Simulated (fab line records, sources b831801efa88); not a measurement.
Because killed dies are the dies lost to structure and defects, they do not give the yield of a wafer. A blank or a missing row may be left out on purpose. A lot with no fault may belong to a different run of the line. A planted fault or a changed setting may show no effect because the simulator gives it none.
Chamber matching | flow gf180mcu | GF_STI_ETCH_14 on rie_si-01: 4 sister chambers
The step etches Si in HBr/Cl2/O2, target depth 360 nm, time 102.9 s. 18 wafers are shown with their chamber, then 9 later ones without.

== WAFERS PAIRED WITH THEIR CHAMBERS ==
wafer  | chamber | drypump_motor_current_A (A) | oes_product_au (a.u.) | throttle_valve_pct (%)
L143.1 | 0       | 5.6                         | 0.990                 | 25.663
L143.3 | 3       | 5.7                         | 1.014                 | 25.638
L143.5 | 3       | 5.7                         | 1.012                 | 25.655
L144.1 | 1       | 6.0                         | 1.004                 | 25.643
L144.2 | 0       | 5.6                         | 0.994                 | 25.669
L144.3 | 2       | 6.4                         | 1.025                 | 25.638
L145.1 | 2       | 6.4                         | 1.006                 | 25.654
L145.5 | 1       | 6.0                         | 1.006                 | 25.643
L145.6 | 0       | 5.6                         | 0.985                 | 25.663
L148.1 | 2       | 6.3                         | 1.014                 | 25.633
L148.3 | 1       | 6.0                         | 1.007                 | 25.661
L148.6 | 1       | 6.0                         | 1.009                 | 25.655
L150.2 | 0       | 5.6                         | 0.987                 | 25.665
L150.3 | 3       | 5.7                         | 1.012                 | 25.644
L150.6 | 1       | 6.0                         | 1.016                 | 25.642
L157.4 | 1       | 6.0                         | 1.003                 | 25.644
L157.5 | 2       | 6.3                         | 0.999                 | 25.649
L157.6 | 3       | 5.7                         | 1.013                 | 25.651

SIGNATURES (means of the wafers above)
reading                 | chamber 0 | chamber 1 | chamber 2 | chamber 3 | scatter within a chamber
drypump_motor_current_A | 5.600     | 6.000     | 6.350     | 5.700     | 0.0267
oes_product_au          | 0.98900   | 1.00750   | 1.01100   | 1.01275   | 0.00617
throttle_valve_pct      | 25.66500  | 25.64800  | 25.64350  | 25.64700  | 0.00754
Rule: distance of a wafer from a chamber = root of the sum over the readings of ((wafer's reading minus chamber's mean) / reading's scatter) squared. If the next closest chamber is less than 2 further off than the closest, the wafer can't be placed; otherwise it belongs to the closest. The scatter: take each reading less its chamber's mean, square it, sum over the shown wafers, divide by the number of wafers less the number of chambers, and take the root.

== WAFERS WHOSE CHAMBER IS MISSING ==
wafer  | drypump_motor_current_A (A) | oes_product_au (a.u.) | throttle_valve_pct (%)
L161.3 | 6.4                         | 1.010                 | 25.646
L161.4 | 6.4                         | 1.005                 | 25.671
L161.5 | 5.6                         | 1.018                 | 25.656
L162.3 | 5.6                         | 1.003                 | 25.648
L162.4 | 6.0                         | 1.013                 | 25.656
L162.5 | 5.7                         | 1.016                 | 25.626
L163.2 | 6.0                         | 1.013                 | 25.653
L163.4 | 6.3                         | 1.013                 | 25.663
L163.6 | 5.7                         | 1.013                 | 25.639

== WHICH CHAMBER EACH ONE RAN IN ==
wafer  | from the rows above     | in truth
L161.3 | 2                       | 2
L161.4 | 2                       | 2
L161.5 | can't be placed: 3 or 0 | 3
L162.3 | can't be placed: 0 or 3 | 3
L162.4 | 1                       | 1
L162.5 | 3                       | 3
L163.2 | 1                       | 1
L163.4 | 2                       | 2
L163.6 | 3                       | 3
Placed correctly: 7 of 9. Can't be placed from these rows: 2 (the true chamber is among the candidates in 2). Wrongly placed: 0.
